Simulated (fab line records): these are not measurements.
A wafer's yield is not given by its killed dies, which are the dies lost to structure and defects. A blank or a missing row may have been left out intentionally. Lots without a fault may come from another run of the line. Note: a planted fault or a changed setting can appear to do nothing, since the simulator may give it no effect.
Problem report, 8D (eight disciplines) form, completed by code | flow sky130 | the parts of the form that need people (team, actions taken, sign-off) are left out

## 1. WHAT IS WRONG
Wafers without a fault read 381.2 nm with a standard deviation of 2.7, while cdNm at SKY_LDD_P_CD_MEAS_07 averages 367.8 nm across 2 wafers of 1 lot. That puts it -5.0 standard deviations away from the usual mean.
The step: target cd 380 nm.
Seen first at day 23 16:50 on cdSem-01, wafer L167.2. Wafers with a number at this step in the record: 39, from 13 lots. By rule, "out" or "out of limits" means more than 4 standard deviations away from the usual mean. The other wafers with a number count as sound.

## 2. WHAT IT IS, AND WHAT IT ISN'T
question                    | is                | is not
which readings at this step | cdNm              | -
which lots                  | L167              | L155, L156, L157, L158, L159, L160, L161, L169, L175, L176, L177, L178
which wafers of those lots  | L167.2, L167.3    | L167.4
read on which gauges        | cdSem-01          | cdSem-02
when                        | from day 23 16:50 | up to then (22 sound wafers); but 15 sound wafers of L169, L175, L176, L177, L178 came after

## 3. SUSPECTS, AND WHAT RULES EACH OUT
Counting: any tool at a process step up to the reading remains a suspect provided it ran every lot that is out. Sound lots after the first of them don't rule it out here, since some wafers of a struck lot are sound.
- the gauge at SKY_LDD_P_CD_MEAS_07: kept. All the wafers that are out were read on cdSem-01, and no step on other tools shows them out.
- rieSi-01 at SKY_POLY_GATE_ETCH_17 (etches poly-Si in HBr/Cl2, stops on SiO2, target depth 180 nm, time 70.5 s): kept. It ran the lot that is out, L167 (day 21 00:40); its last sound lot up to then is L161 (day 18 17:43).
- ilineStepper-01 at SKY_LDD_P_EXPOSE_04 (exposes mask PSDM, target cd 380 nm): kept. It ran the lot that is out, L167 (day 23 01:25); its last sound lot up to then is L160 (day 20 04:21).
- Within rieSi-01 at SKY_POLY_GATE_ETCH_17: the wafers that are out ran in chambers 1, 3; their sound lot-mates ran in chamber 2.
Still standing after the count: rieSi-01 at SKY_POLY_GATE_ETCH_17, ilineStepper-01 at SKY_LDD_P_EXPOSE_04, cdSem-01 at SKY_LDD_P_CD_MEAS_07.

## 4. THE CAUSE (what the simulator had put in)
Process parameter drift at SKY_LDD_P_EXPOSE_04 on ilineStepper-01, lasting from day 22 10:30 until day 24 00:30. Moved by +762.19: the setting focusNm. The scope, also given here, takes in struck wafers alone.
After counting, 3 suspects remain, this tool included.

## 5. THE EFFECT CHAIN, in route order
Each row: a reading whose mean over the struck wafers that have a number lies more than 3 standard deviations from the usual. Only readings whose record carries a usual standard deviation are examined. hours: median over the lots of the time between each lot's start at the first step of this table that gives one and its start at this step. sigmas: the change, counted in usual standard deviations.
hours | step                 | reading | usual    | on struck wafers | change | sigmas
0     | SKY_LDD_P_CD_MEAS_07 | cdNm    | 381.2 nm | 367.8            | -13.4  | -5.0
At these later measuring or inspecting steps, every struck wafer for which the step has a row has a number for every such reading, and none has moved that far: SKY_LDD_P_OVL_MEAS_08.

## 6. WHAT WOULD HAVE CAUGHT IT SOONER
Counted from the fault's start at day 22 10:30, it took 30 hours until the first out-of-limits reading at a measuring or inspecting step in this record, taken at day 23 16:50.
Lots out: 1; all had begun SKY_LDD_P_EXPOSE_04 on ilineStepper-01 by day 23 16:50. Tool hold at that time: it would have spared none of them.
